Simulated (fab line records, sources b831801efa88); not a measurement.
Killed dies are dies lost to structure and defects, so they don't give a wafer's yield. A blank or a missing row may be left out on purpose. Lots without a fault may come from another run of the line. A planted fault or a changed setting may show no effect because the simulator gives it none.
fab line records | flow sky130
record lots=14 wafers=42 last_day=50
route steps=708 shown METAL3@557
lots that met no fault: from a run of the same line without faults
start_h: hours from the record's first day to the start of the lot's first wafer shown | wait_h: hours since the lot's step before | " the same as in the row above | L1.1+2: a row that stands for several wafers | - no value, or no start given | * or withheld: withheld | < > ~ a bound
route shown NAME@n: a module of which the file shows steps, and the number in the route of the first | usual: mean/standard deviation of fault-free wafers | same: alike in all rows | chamber/n: place in a boat | sites: the reading at each site | _std_site: their standard deviation | _edge_site: outer sites' mean less inner sites' | radius_mm: how far each site lies from the wafer's centre | mask NAME#n: copy n | behind: the tool/chamber that last shaped the wafer | hold: why the lot was held/for how many hours/how that ended | device: the transistor (n, p or np) that didn't switch | end of line: the same wafers' tests at the end of the route | a step without rows: its recipe alone | killed: dies lost to structure and defects at the first sort, not the wafer's yield | map: a wafer's dies, x killed, . not, _ none there
set.NAME: the setting as run; set.NAME@STEP: as run at that earlier step | model.NAME: the simulator's own value behind a step, which no gauge read
steps of the route over a sample of lots; a table a step, a row a wafer
services: from which hour (start_h, from the record's first day; less than 0 if before it) a tool's chamber was out of use, for how many hours, and why
## steps
# step SKY_METAL3_COAT_07
# recipe resist=BARC temp_c=withheld time_s=withheld spin_rpm=3000 resist_thk_nm=60
# usual spin_speed_rpm=2999.8/1.8
# columns lot.wafer tool chamber start_h wait_h spin_speed_rpm
L411.1 litho_track-04 0 901.49 0.1 3001.1
L411.4 " 0 " " 2999.7
L411.5 " 0 " " 3001.8
L412.1 litho_track-01 0 910.33 0.1 2998.9
L412.3 " 0 " " 2999.4
L412.6 " 0 " " 3002.0
L413.3 litho_track-01 0 922.28 0.1 2998.2
L413.4 " 0 " " 2997.8
L413.6 " 0 " " 2996.7
L414.2 litho_track-02 0 927.00 0.1 2998.3
L414.3 " 0 " " 3001.1
L414.4 " 0 " " 3001.0
L415.2 litho_track-01 0 938.70 0.1 2999.6
L415.4 " 0 " " 3000.7
L415.6 " 0 " " 2998.8
L417.2 litho_track-02 0 952.50 0.1 3000.5
L417.4 " 0 " " 3000.4
L417.5 " 0 " " 3002.1
L419.2 litho_track-01 0 959.30 0.1 2999.8
L419.3 " 0 " " 3000.9
L419.4 " 0 " " 3001.9
L421.1 litho_track-01 0 976.53 0.1 3002.2
L421.2 " 0 " " 2999.7
L421.4 " 0 " " 2997.1
L423.2 litho_track-02 0 993.45 0.1 2999.8
L423.4 " 0 " " 2998.9
L423.6 " 0 " " 3002.4
L424.2 litho_track-01 0 995.35 0.1 1943.0
L424.4 " 0 " " 1939.5
L424.5 " 0 " " 1943.4
L425.3 litho_track-02 0 1001.42 0.1 2999.3
L425.5 " 0 " " 3000.5
L425.6 " 0 " " 3003.4
L426.1 litho_track-01 0 1010.03 0.1 1945.1
L426.3 " 0 " " 1944.0
L426.4 " 0 " " 1945.2
L431.3 litho_track-02 0 1040.27 0.1 3001.5
L431.4 " 0 " " 2998.0
L431.5 " 0 " " 2998.7
L432.1 litho_track-04 0 1046.54 0.1 3001.9
L432.2 " 0 " " 2999.7
L432.6 " 0 " " 2998.7
# step SKY_METAL3_ETCH_16
# recipe chemistry=N2/H2 target=BARC ion_energy_ev=200 bias_w=100 pressure_mtorr=30 n2_flow_sccm=100 h2_flow_sccm=200 icp_w=500 stop_on=SiO2 time_s=88.2 target_depth_a=600
# usual chamber_pressure_mTorr=30.001/0.028 drypump_motor_current_A=5.6/0.61 oes_product_au=0.625/0.0047 rf_fwd_power_W=496.2/1.8 throttle_valve_pct=13.206/0.008
# columns lot.wafer tool chamber start_h wait_h chamber_pressure_mTorr drypump_motor_current_A oes_product_au rf_fwd_power_W rf_hours_counter_h throttle_valve_pct
L411.1 rie_metal-03 1 914.04 0.1 29.968 5.8 0.624 495.7 12 13.215
L411.4 " 1 " " 30.001 5.8 0.628 496.0 - 13.206
L411.5 " 1 " " 30.006 5.8 0.630 496.9 - 13.225
L412.1 rie_metal-01 0 923.23 0.0 30.044 5.9 0.625 500.2 11 13.213
L412.3 " 0 " " 29.967 5.9 0.623 498.9 - 13.206
L412.6 " 1 " " 29.944 6.5 0.626 497.4 - 13.216
L413.3 rie_metal-04 0 934.40 0.0 29.980 5.1 0.627 494.5 - 13.205
L413.4 " 1 " " 29.989 4.8 0.628 495.0 - 13.202
L413.6 " 0 " " 29.953 5.1 0.627 493.7 - 13.210
L414.2 rie_metal-04 1 939.73 0.0 29.979 4.8 0.626 494.1 3 13.207
L414.3 " 0 " " 29.981 5.1 0.633 499.1 - 13.211
L414.4 " 1 " " 29.979 4.8 0.624 494.2 - 13.202
L415.2 rie_metal-04 0 950.96 0.0 29.976 5.1 0.629 496.1 8 13.205
L415.4 " 1 " " 29.992 4.7 0.623 495.2 - 13.197
L415.6 " 0 " " 29.977 5.1 0.621 497.4 - 13.205
L417.2 rie_metal-04 0 964.92 0.0 29.999 5.1 0.625 496.3 8 13.200
L417.4 " 0 " " 29.994 5.1 0.621 496.0 - 13.202
L417.5 " 0 " " 29.987 5.1 0.623 496.2 - 13.209
L419.2 rie_metal-01 0 972.13 0.0 29.992 5.9 0.621 497.9 13 13.192
L419.3 " 0 " " 29.980 5.9 0.621 499.4 - 13.204
L419.4 " 1 " " 29.974 6.5 0.620 495.0 - 13.217
L421.1 rie_metal-04 0 988.62 0.0 29.980 5.1 0.624 496.9 10 13.212
L421.2 " 1 " " 29.997 4.8 0.618 494.1 5 13.203
L421.4 " 0 " " 29.990 5.1 0.632 494.9 - 13.203
L423.2 rie_metal-01 1 1005.66 0.0 29.993 6.5 0.628 495.5 12 13.198
L423.4 " 1 " " 30.017 6.5 0.617 496.4 - 13.204
L423.6 " 0 " " 30.053 5.9 0.624 500.1 - 13.207
L424.2 rie_metal-01 0 1006.93 0.0 30.011 5.9 0.685 497.4 14 13.220
L424.4 " 0 " " 30.025 5.9 0.691 499.9 - 13.205
L424.5 " 1 " " 30.010 6.5 0.688 495.0 - 13.211
L425.3 rie_metal-03 0 1012.70 0.0 30.022 5.6 0.624 497.3 - 13.209
L425.5 " 0 " " 29.953 5.6 0.621 493.7 - 13.212
L425.6 " 1 " " 30.009 5.9 0.628 496.0 - 13.211
L426.1 rie_metal-03 0 1022.78 0.0 30.029 5.6 0.691 496.7 11 13.206
L426.3 " 0 " " 29.996 5.6 0.686 496.4 - 13.210
L426.4 " 1 " " 30.026 5.9 0.686 496.0 - 13.212
L431.3 rie_metal-01 0 1052.00 0.0 30.043 5.9 0.621 497.8 - 13.226
L431.4 " 1 " " 29.956 6.5 0.624 497.5 - 13.204
L431.5 " 1 " " 30.020 6.5 0.624 497.3 - 13.194
L432.1 rie_metal-01 1 1057.45 0.0 29.951 6.5 0.626 498.1 15 13.203
L432.2 " 0 " " 29.966 5.9 0.627 496.7 17 13.205
L432.6 " 1 " " 30.029 6.5 0.627 493.5 - 13.205
## services
# columns tool chamber start_h hours kind
rie_metal-03 - 880.01 2.8 pm
rie_metal-03 0 900.56 21.0 repair
rie_metal-01 - 965.98 1.0 repair
rie_metal-01 - 1030.40 2.8 pm
rie_metal-04 - 1032.98 2.8 pm
rie_metal-03 0 1050.67 18.6 repair
## key
first_sign step=SKY_METAL3_COAT_07 reading=spin_speed_rpm direction=down sigmas=99+ usual=2999.8 struck=1943.4
effect step=SKY_METAL3_ETCH_16 reading=oes_product_au direction=up sigmas=13 usual=0.625 struck=0.688
met_at SKY_METAL3_COAT_07
struck_lots L424,L426
onset_between 976.53 995.35
fault kind=process_parameter_drift tool=litho_track-01 chamber=- onset_h=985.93 steps=SKY_METAL3_COAT_07 channel=spin_rpm offset=-1057.1 shape=step end_h=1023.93 acts_in=these_recipes_only stated=3000
